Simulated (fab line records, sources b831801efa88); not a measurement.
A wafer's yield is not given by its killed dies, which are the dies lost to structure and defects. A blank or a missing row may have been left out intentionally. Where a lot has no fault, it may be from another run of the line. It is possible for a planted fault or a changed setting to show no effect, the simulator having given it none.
A lot that was struck, set against a sound lot    flow sky130    43 out of 708 route steps
Sound: these wafers, L920.1, L920.4, L920.6. Wafers struck: L922.2, L922.3, L922.4. The cause is named last.
Order at every step that has rows: each side's tool, ch and its chambers, its first start. Under that, the readings that differ: sound wafers    struck wafers    difference of the means    sigmas: that difference in standard deviations of wafers without a fault.
alike: a reading whose means differ by less than 2 such deviations, as well as words and numbers matching on both sides. not compared: withheld readings; readings where some wafer has no value; bounds like >300 that might hide an equal value; numbers whose values overlap and for which the record gives no deviation.
The two part at a step that has a row with sigmas, a row that says differs or no value, or rows on one side only. When numbers do not overlap yet have no deviation, they are printed without sigmas and do not part them. A reading missing from all wafers of one side parts the sides only when that side holds two or more wafers.

SKY_LOCAL_INTERCONNECT_THK_MEAS_02: measures by xrf.
  sound: film_metro-03 at day 29 10:45; struck: film_metro-04 at day 30 07:06
  alike: LOCAL_INTERCONNECT_TIN_THK
then, 8 steps without rows for these wafers: SKY_LOCAL_INTERCONNECT_DEHYDRATE_03 (time 60 s); SKY_LOCAL_INTERCONNECT_HMDS_04 (prime time 60 s); SKY_LOCAL_INTERCONNECT_COAT_05 (resist thk 60 nm); SKY_LOCAL_INTERCONNECT_COAT_06 (resist thk 455.2 nm); SKY_LOCAL_INTERCONNECT_SOFTBAKE_07 (time 90 s); SKY_LOCAL_INTERCONNECT_EXPOSE_08 (exposes mask LI1M, target cd 170 nm); SKY_LOCAL_INTERCONNECT_PEB_09; SKY_LOCAL_INTERCONNECT_DEVELOP_10 (develop time 60 s).
SKY_LOCAL_INTERCONNECT_CD_MEAS_11: target cd 170 nm.
  sound: cd_sem-01 at day 30 14:48; struck: cd_sem-02 at day 31 10:02
reading     sound              struck             difference  sigmas
cd_nm (nm)  172.4 173.7 172.2  170.1 169.6 169.1  -3.2        -2
SKY_LOCAL_INTERCONNECT_OVL_MEAS_12:
  sound: overlay-02 at day 30 14:55; struck: overlay-02 at day 31 10:08
  alike: LOCAL_INTERCONNECT_OVL
then, 1 step without rows for these wafers: SKY_LOCAL_INTERCONNECT_ETCH_13 (etches BARC in N2/H2, stops on SiO2, time 45.9 s, target depth 60 nm).
SKY_LOCAL_INTERCONNECT_METAL_ETCH_14: etches TiN in Cl2/BCl3, stops on PSG, target depth 110 nm, time 31.4 s.
  sound on rie_metal-03 ch 0, day 30 15:01; struck on rie_metal-03 ch 1, day 31 10:19
  alike: drypump_motor_current_A, oes_product_au, rf_fwd_power_W, throttle_valve_pct
  not compared: rf_hours_counter_h
then, 4 steps without rows for these wafers: SKY_LOCAL_INTERCONNECT_STRIP_15 (strips in O2/N2); SKY_LOCAL_INTERCONNECT_STRIP_16 (strips in post etch residue remover, time 1200 s); SKY_LOCAL_INTERCONNECT_CLEAN_17 (cleans in IPA, time 180 s); SKY_LOCAL_INTERCONNECT_CLEAN_18 (cleans in O3/DIW).
SKY_CONTACT_CVD_00: deposits Si3N4, target thk 75 nm.
  sound on pecvd-01 ch 0,1, day 30 16:05; struck on pecvd-04 ch 0,2, day 31 10:59
  alike: heater_power_w, rf_fwd_power_W
SKY_CONTACT_THK_MEAS_01:
  sound: film_metro-02 at day 30 16:08; struck: film_metro-04 at day 31 11:02
  alike: CONTACT_CVD_00_THK
then, 1 step without rows for these wafers: SKY_CONTACT_HDPCVD_02 (deposits SiO2, target thk 565 nm, time 94.2 s).
SKY_CONTACT_THK_MEAS_03:
  sound: film_metro-04 at day 30 16:16; struck: film_metro-01 at day 31 11:10
  alike: CONTACT_HDPCVD_THK
SKY_CONTACT_CMP_04: polishes SiO2.
  sound on cmp-01 ch 0,2,3, day 30 16:25; struck on cmp-02 ch 0,1,2, day 31 11:13
  alike: motor_current_A, time_to_endpoint_s
SKY_CONTACT_BOW_MEAS_05:
  sound: film_metro-04 at day 30 16:37; struck: film_metro-01 at day 31 11:32
  alike: CONTACT_BOW
then, 8 steps without rows for these wafers: SKY_CONTACT_DEHYDRATE_06 (time 60 s); SKY_CONTACT_HMDS_07 (prime time 60 s); SKY_CONTACT_COAT_08 (resist thk 60 nm); SKY_CONTACT_COAT_09 (resist thk 450 nm); SKY_CONTACT_SOFTBAKE_10 (time 90 s); SKY_CONTACT_EXPOSE_11 (exposes mask CTM1, target cd 170 nm); SKY_CONTACT_PEB_12; SKY_CONTACT_DEVELOP_13 (develop time 60 s).
SKY_CONTACT_CD_MEAS_14: target cd 170 nm.
  sound: cd_sem-02 at day 31 20:06; struck: cd_sem-01 at day 32 14:10
  alike: cd_nm
SKY_CONTACT_OVL_MEAS_15:
  sound: overlay-02 at day 31 20:13; struck: overlay-01 at day 32 14:16
  alike: CONTACT_OVL
then, 1 step without rows for these wafers: SKY_CONTACT_ETCH_16 (etches BARC in N2/H2, stops on SiO2, time 45.9 s, target depth 60 nm).
SKY_CONTACT_ETCH_17: etches SiO2 in C4F8/O2/Ar, stops on Si3N4, target depth 340 nm.
  sound on rie_diel-02 ch 0,3, day 31 20:18; struck on rie_diel-01 ch 0,2,3, day 32 14:21
  alike: oes_product_au, rf_fwd_power_W
then, 1 step without rows for these wafers: SKY_CONTACT_ETCH_18 (etches Si3N4 in CHF3/O2, stops on TiN, time 39 s, target depth 75 nm).
SKY_CONTACT_STRIP_19: strips in O2/N2.
  sound on plasma_asher-03 ch 0,1, day 31 20:23; struck on plasma_asher-02 ch 0,1, day 32 14:26
  alike: drypump_motor_current_A, n2_flow_sccm, oes_product_au, strip_time_to_endpoint_s
  not compared: rf_hours_counter_h
then, 4 steps without rows for these wafers: SKY_CONTACT_STRIP_20 (strips in post etch residue remover, time 1200 s); SKY_CONTACT_CLEAN_21 (cleans in IPA, time 180 s); SKY_CONTACT_CLEAN_22 (cleans in O3/DIW); SKY_CONTACT_SPUTTER_23 (material TiN, target thk 20 nm, time 80 s).
SKY_CONTACT_CVD_24: deposits W, target thk 340 nm, time 102.12 s.
  sound on cvd_w-02 ch 0,1, day 31 21:02; struck on cvd_w-01 ch 0,1, day 32 15:05
  alike: heater_power_w
-- the record jumps here: 14 days lie between the struck wafers' starts before and after (it left off in module CONTACT and takes up again in module PAD_OPEN, whose first step shown is number 708 of the route) --
SKY_PAD_OPEN_PROBE_99:
  the record has rows for the struck wafers here (prober-02, day 46 17:31) and none for the sound ones

## WHERE THEY PART
First at SKY_LOCAL_INTERCONNECT_CD_MEAS_11; last, within this record, at SKY_PAD_OPEN_PROBE_99.

WHY: whatever the simulator had introduced
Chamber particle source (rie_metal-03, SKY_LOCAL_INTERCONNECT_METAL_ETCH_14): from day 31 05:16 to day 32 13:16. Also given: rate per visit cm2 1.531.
